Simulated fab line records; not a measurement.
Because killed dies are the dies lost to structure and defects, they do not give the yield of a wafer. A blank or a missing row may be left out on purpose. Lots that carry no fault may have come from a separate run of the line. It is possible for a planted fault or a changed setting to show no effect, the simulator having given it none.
2 desks, one fault    flow sky130    only its own numbers are on each desk; what lay behind them is given at the end

== AT THE TOOL OWNER'S DESK: implanter-01 ==
SKY_LDD_N_IMPLANT_11, tool's own readings: per-lot mean of the sampled wafers with a number, covering each lot this tool ran. The brackets show how far a lot's mean lies from the usual mean; more than 4 standard deviations puts the lot out of limits, marked OUT.
Columns: A = dose ions cm2 at SKY_LDD_N_IMPLANT_11, usual 7.5e+13; B = faraday current uA at SKY_LDD_N_IMPLANT_11, usual 423
lot   first seen here  A                          B
L369  day 18 08:06     7.5e+13                    424
L374  day 20 08:41     7.5e+13                    428
L378  day 21 19:44     6.4e+13 (-99 or more) OUT  363 (-6.9) OUT
L380  day 22 17:22     6.4e+13 (-99 or more) OUT  356 (-7.7) OUT
L388  day 25 07:08     7.5e+13                    417
Finding of this desk: L378, L380 out of limits; the first was L378 at day 21 19:44, on dose ions cm2 at SKY_LDD_N_IMPLANT_11. Within limits: L369, L374, L388.

== FROM THE METROLOGY DESK ==
Means of the sampled wafers that have a number, per lot and without regard to the tool the lot ran on: this is what the gauges read. The brackets show how far a lot's mean lies from the usual mean; more than 4 standard deviations puts the lot out of limits, marked OUT.
Columns: A = NWELL_2_TW at SKY_NWELL_TW_MEAS_26, usual 492; B = POLY_GATE_OVL at SKY_POLY_GATE_OVL_MEAS_14, usual 1 nm; C = LDD_HVP_OVL at SKY_LDD_HVP_OVL_MEAS_07, usual -0.1 nm
lot   first seen here  A    B   C
L367  day 5 10:44      493  -0  0.2
L368  day 5 12:44      501  -4  -0.8
L369  day 5 16:32      487  7   -1.6
L370  day 6 00:20      496  6   -0.5
L371  day 6 02:56      496  -7  2.6
L374  day 7 01:31      500  -5  2.2
L378  day 8 01:01      494  5   0.6
L380  day 8 14:20      490  3   -0.2
L384  day 10 00:20     486  -3  0.0
L386  day 10 04:28     489  -3  -1.2
L388  day 10 15:22     494  -5  -0.2
L389  day 10 22:05     495  6   0.7
L390  day 11 03:23     486  3   -1.3
This desk's verdict: no lot among the 13 shows anything out of limits.

== ALL TOGETHER ==
On L378, L380, at day 21 19:44, an alarm was possible from the tool owner's desk.
Nothing out of limits was seen by the metrology desk.
The metrology desk holds a record of L378, L380, inside its limits.
All the named lots went through SKY_LDD_N_IMPLANT_11 on implanter-01.

== WHAT THE SIMULATOR HAD PUT IN ==
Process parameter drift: implanter-01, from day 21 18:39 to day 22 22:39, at SKY_LDD_N_IMPLANT_11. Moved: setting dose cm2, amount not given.
Shown lots that were struck: L378, L380.
Time in hours from fault onset to the first out-of-limits reading at each desk: the tool owner's desk, 1.
